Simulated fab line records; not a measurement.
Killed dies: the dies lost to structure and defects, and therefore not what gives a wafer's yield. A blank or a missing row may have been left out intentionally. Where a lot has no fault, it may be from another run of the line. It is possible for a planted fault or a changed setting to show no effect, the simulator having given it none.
Split-lot experiment :: flow sfq line :: 5 lots, 23 wafers read, on a route of 325 steps

## ON THE SPLIT
At SFQ_TRILAYER_A5C_DEP_PECVD_142 (deposits SiO2 from SiH4/N2O, time 15.556 s, target thk 70 nm), the setting time s was moved away from the recipe's 15.556 s on 12 of the 23 wafers read, by -11.2% to +13.7%. This setting was run at the recipe's value on the other wafers.

## THE PATH FROM SPLIT TO READING: the file shows 1 step between them
- SFQ_TRILAYER_C5_BARC_OPEN_VIA_ETCH_210: etches BARC in O2, target depth 125 nm, time 41.7 s (also split here: bias w)

## THE READING
oes product au, in a.u., at SFQ_TRILAYER_C5_ETCH_VIA_ETCH_154 (etches SiO2 in CHF3, stops on Nb, target depth 84 nm). A value of 0.893 a.u. with a standard deviation of 0.0068 a.u. is what fault-free wafers of this fab line usually give.

wafer: L074.1
tool, chamber at the split: pecvd-02, 2
time s as run, s: 15.556
against the recipe: recipe
oes product au, a.u.: 0.892
against lot-mates on the recipe: -

wafer: L074.2
tool, chamber at the split: pecvd-02, 1
time s as run, s: 15.556
against the recipe: recipe
oes product au, a.u.: 0.891
against lot-mates on the recipe: -

wafer: L074.5
tool, chamber at the split: pecvd-02, 0
time s as run, s: 15.556
against the recipe: recipe
oes product au, a.u.: 0.893
against lot-mates on the recipe: -

wafer: L075.2
tool, chamber at the split: pecvd-01, 0
time s as run, s: 15.556
against the recipe: recipe
oes product au, a.u.: 0.895
against lot-mates on the recipe: -

wafer: L075.3
tool, chamber at the split: pecvd-01, 1
time s as run, s: 13.82
against the recipe: -11.2%
oes product au, a.u.: 0.842
against lot-mates on the recipe: -0.057

wafer: L075.4
tool, chamber at the split: pecvd-01, 0
time s as run, s: 13.82
against the recipe: -11.2%
oes product au, a.u.: 0.850
against lot-mates on the recipe: -0.049

wafer: L075.5
tool, chamber at the split: pecvd-01, 1
time s as run, s: 13.82
against the recipe: -11.2%
oes product au, a.u.: 0.846
against lot-mates on the recipe: -0.053

wafer: L075.6
tool, chamber at the split: pecvd-01, 2
time s as run, s: 15.556
against the recipe: recipe
oes product au, a.u.: 0.902
against lot-mates on the recipe: -

wafer: L076.1
tool, chamber at the split: pecvd-02, 0
time s as run, s: 17.69
against the recipe: +13.7%
oes product au, a.u.: 0.952
against lot-mates on the recipe: +0.056

wafer: L076.2
tool, chamber at the split: pecvd-02, 1
time s as run, s: 17.69
against the recipe: +13.7%
oes product au, a.u.: 0.966
against lot-mates on the recipe: +0.070

wafer: L076.3
tool, chamber at the split: pecvd-02, 2
time s as run, s: 17.69
against the recipe: +13.7%
oes product au, a.u.: 0.961
against lot-mates on the recipe: +0.065

wafer: L076.4
tool, chamber at the split: pecvd-02, 2
time s as run, s: 15.556
against the recipe: recipe
oes product au, a.u.: 0.898
against lot-mates on the recipe: -

wafer: L076.6
tool, chamber at the split: pecvd-02, 1
time s as run, s: 15.556
against the recipe: recipe
oes product au, a.u.: 0.894
against lot-mates on the recipe: -

wafer: L083.1
tool, chamber at the split: pecvd-02, 1
time s as run, s: 15.556
against the recipe: recipe
oes product au, a.u.: 0.890
against lot-mates on the recipe: -

wafer: L083.2
tool, chamber at the split: pecvd-02, 2
time s as run, s: 15.556
against the recipe: recipe
oes product au, a.u.: 0.887
against lot-mates on the recipe: -

wafer: L083.4
tool, chamber at the split: pecvd-02, 1
time s as run, s: 14.53
against the recipe: -6.6%
oes product au, a.u.: 0.858
against lot-mates on the recipe: -0.031

wafer: L083.5
tool, chamber at the split: pecvd-02, 0
time s as run, s: 14.53
against the recipe: -6.6%
oes product au, a.u.: 0.861
against lot-mates on the recipe: -0.028

wafer: L083.6
tool, chamber at the split: pecvd-02, 2
time s as run, s: 14.53
against the recipe: -6.6%
oes product au, a.u.: 0.875
against lot-mates on the recipe: -0.014

wafer: L084.1
tool, chamber at the split: pecvd-04, 0
time s as run, s: 17.49
against the recipe: +12.4%
oes product au, a.u.: 0.950
against lot-mates on the recipe: +0.058

wafer: L084.2
tool, chamber at the split: pecvd-04, 2
time s as run, s: 17.49
against the recipe: +12.4%
oes product au, a.u.: 0.963
against lot-mates on the recipe: +0.071

wafer: L084.3
tool, chamber at the split: pecvd-04, 1
time s as run, s: 17.49
against the recipe: +12.4%
oes product au, a.u.: 0.955
against lot-mates on the recipe: +0.063

wafer: L084.4
tool, chamber at the split: pecvd-04, 0
time s as run, s: 15.556
against the recipe: recipe
oes product au, a.u.: 0.892
against lot-mates on the recipe: -

wafer: L084.5
tool, chamber at the split: pecvd-04, 1
time s as run, s: 15.556
against the recipe: recipe
oes product au, a.u.: 0.892
against lot-mates on the recipe: -

FIT RESULTS
A straight line over all 23 wafers: oes product au changes by +0.00468 a.u. for each +1% of time s; r = +0.99; the points scatter about the line by 0.0055 a.u.
The same after taking each lot's own level away (the mean of its wafers on the recipe; 23 wafers): +0.0047 a.u. for each +1%; r = +0.99; scatter 0.0054 a.u.
Per that fit: largest time s move, reading shift of 0.064 a.u.
The lots' own levels span 0.8885 to 0.8985 a.u., that is 1.5 times the standard deviation above.
The two slopes agree, so the slope changes little with the lot-to-lot level.
Check: for one of the wafers moved furthest among these (+13.7%), held out of the fit, the line's prediction against its lot-mates is +0.0677 a.u. Against them it came out at +0.056 a.u.

## THESE WAFERS: OTHER SPLITS
Note: prior to the reading, these wafers also went through further splits. Each is held against what the fit with the lots' levels taken away leaves over:
other split on the same wafers: SFQ_TRILAYER_M4_LITHO_COAT_093 spin rpm
wafers away from the commonest value: 12
r with oes product au (lot level and that fit taken away): +0.33

other split on the same wafers: SFQ_TRILAYER_I4_VIA_LITHO_COAT_108 resist thk nm
wafers away from the commonest value: 11
r with oes product au (lot level and that fit taken away): +0.27

other split on the same wafers: SFQ_TRILAYER_I4_VIA_LITHO_PEB_106 peb temp c
wafers away from the commonest value: 8
r with oes product au (lot level and that fit taken away): +0.25

other split on the same wafers: SFQ_TRILAYER_JJ_TRILAYER_DEP_SPUTTER_110 power w
wafers away from the commonest value: 9
r with oes product au (lot level and that fit taken away): -0.01

other split on the same wafers: SFQ_TRILAYER_JJ_CE_LITHO_COAT_119 resist thk nm
wafers away from the commonest value: 10
r with oes product au (lot level and that fit taken away): +0.05

other split on the same wafers: SFQ_TRILAYER_R5_LITHO_COAT_141 spin rpm
wafers away from the commonest value: 8
r with oes product au (lot level and that fit taken away): -0.09

other split on the same wafers: SFQ_TRILAYER_R5_LITHO_PEB_139 peb temp c
wafers away from the commonest value: 9
r with oes product au (lot level and that fit taken away): -0.28

other split on the same wafers: SFQ_TRILAYER_C5_BARC_OPEN_VIA_ETCH_210 bias w
wafers away from the commonest value: 9
r with oes product au (lot level and that fit taken away): -0.11

## THE WHOLE CHAIN: every reading that the file lists as answering this split, in the file's order
step: SFQ_TRILAYER_A5C_DEP_PECVD_142
what it does: deposits SiO2 from SiH4/N2O, time 15.556 s, target thk 70 nm
reading: SiO2_of_TRILAYER_A5C_DEP_PECVD_142.thk nm (the simulator's own value, which no gauge read)
change (the file's fit): +0.62 nm for each +1% of the setting
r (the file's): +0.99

step: SFQ_TRILAYER_C5_ETCH_VIA_ETCH_154
what it does: etches SiO2 in CHF3, stops on Nb, target depth 84 nm
reading: oes product au
change (the file's fit): +0.00472 a.u. for each +1% of the setting
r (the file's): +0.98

step: SFQ_TRILAYER_C5_ETCH_VIA_ETCH_154
what it does: etches SiO2 in CHF3, stops on Nb, target depth 84 nm
reading: C5.feature depth nm (the simulator's own value, which no gauge read)
change (the file's fit): +0.62 nm for each +1% of the setting
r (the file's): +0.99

## FILE'S OWN FIT
oes product au changes by +0.00472 a.u. for each +1% of time s, r = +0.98.
